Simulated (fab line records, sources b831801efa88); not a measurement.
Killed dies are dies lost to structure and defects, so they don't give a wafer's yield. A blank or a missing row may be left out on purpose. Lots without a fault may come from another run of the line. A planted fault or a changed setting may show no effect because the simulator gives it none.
One fault seen from 2 desks | flow sky130 | each desk has only its own numbers; what lay behind them comes last

THE TOOL OWNER'S DESK: implanter-01
The tool's own readings at SKY_NWELL_IMPLANT_24: means of the sampled wafers that have a number, for each lot that ran on this tool. A lot is out of limits, marked OUT, if its mean lies more than 4 standard deviations from the usual mean; the brackets give that distance.
Columns: A = beam_energy_keV at SKY_NWELL_IMPLANT_24, usual 140.00; B = beam_on_s at SKY_NWELL_IMPLANT_24, usual 10.02 s; C = dose_ions_cm2 at SKY_NWELL_IMPLANT_24, usual 9.198e+12; D = end_station_pressure_torr at SKY_NWELL_IMPLANT_24, usual 5.04e-06 Torr; E = faraday_current_uA at SKY_NWELL_IMPLANT_24, usual 51.8
lot  | first seen here | A      | B               | C         | D        | E
L203 | day 5 07:04     | 139.96 | 9.85            | 9.198e+12 | 5.00e-06 | 52.7
L204 | day 5 14:04     | 140.03 | 9.88            | 9.197e+12 | 4.99e-06 | 52.2
L217 | day 9 06:09     | 140.08 | 9.84            | 9.211e+12 | 5.01e-06 | 52.7
L221 | day 10 02:59    | 139.99 | 10.12           | 9.201e+12 | 5.20e-06 | 51.2
L224 | day 10 15:45    | 139.98 | 8.71 (-6.6) OUT | 9.196e+12 | 5.05e-06 | 59.6 (+7.8) OUT
L225 | day 11 01:21    | 139.98 | 8.61 (-7.0) OUT | 9.198e+12 | 5.11e-06 | 60.2 (+8.4) OUT
This desk's finding: out of limits on L224, L225; first on L224, day 10 15:45 (beam_on_s at SKY_NWELL_IMPLANT_24). In limits: L203, L204, L217, L221.

THE METROLOGY DESK
What the gauges read, lot by lot, whatever tool the lot ran on: means of the sampled wafers that have a number. A lot is out of limits, marked OUT, if its mean lies more than 4 standard deviations from the usual mean; the brackets give that distance.
Columns: A = NWELL_2_TW at SKY_NWELL_TW_MEAS_26, usual 495; B = SD_P_OVL at SKY_SD_P_OVL_MEAS_08, usual -0.8 nm
lot  | first seen here | A              | B
L203 | day 5 07:19     | 497            | 0.3
L204 | day 5 14:17     | 500            | -0.9
L207 | day 6 06:33     | 492            | 0.1
L208 | day 6 10:02     | 492            | -0.3
L211 | day 8 00:48     | 491            | -1.4
L213 | day 8 11:46     | 492            | -0.4
L215 | day 8 12:59     | 494            | -1.6
L217 | day 9 06:22     | 501            | -1.4
L221 | day 10 03:11    | 500            | -1.1
L224 | day 10 16:00    | 474 (-6.0) OUT | 0.1
L225 | day 11 01:36    | 475 (-5.6) OUT | -2.4
This desk's finding: out of limits on L224, L225; first on L224, day 10 16:00 (NWELL_2_TW at SKY_NWELL_TW_MEAS_26). In limits: L203, L204, L207, L208, L211, L213, L215, L217, L221.

PUT TOGETHER
The tool owner's desk could have raised an alarm at day 10 15:45, on L224, L225.
The metrology desk could have raised an alarm at day 10 16:00, on L224, L225.
Of the lots named, all ran SKY_NWELL_IMPLANT_24 on implanter-01.

WHAT THE SIMULATOR HAD PUT IN
Process parameter drift: implanter-01, from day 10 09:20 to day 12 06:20, at SKY_NWELL_IMPLANT_24. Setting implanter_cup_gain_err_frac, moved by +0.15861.
Lots struck among those shown: L224, L225.
Hours from the fault's start to each desk's first reading out of limits: the tool owner's desk, 6; the metrology desk, 7.
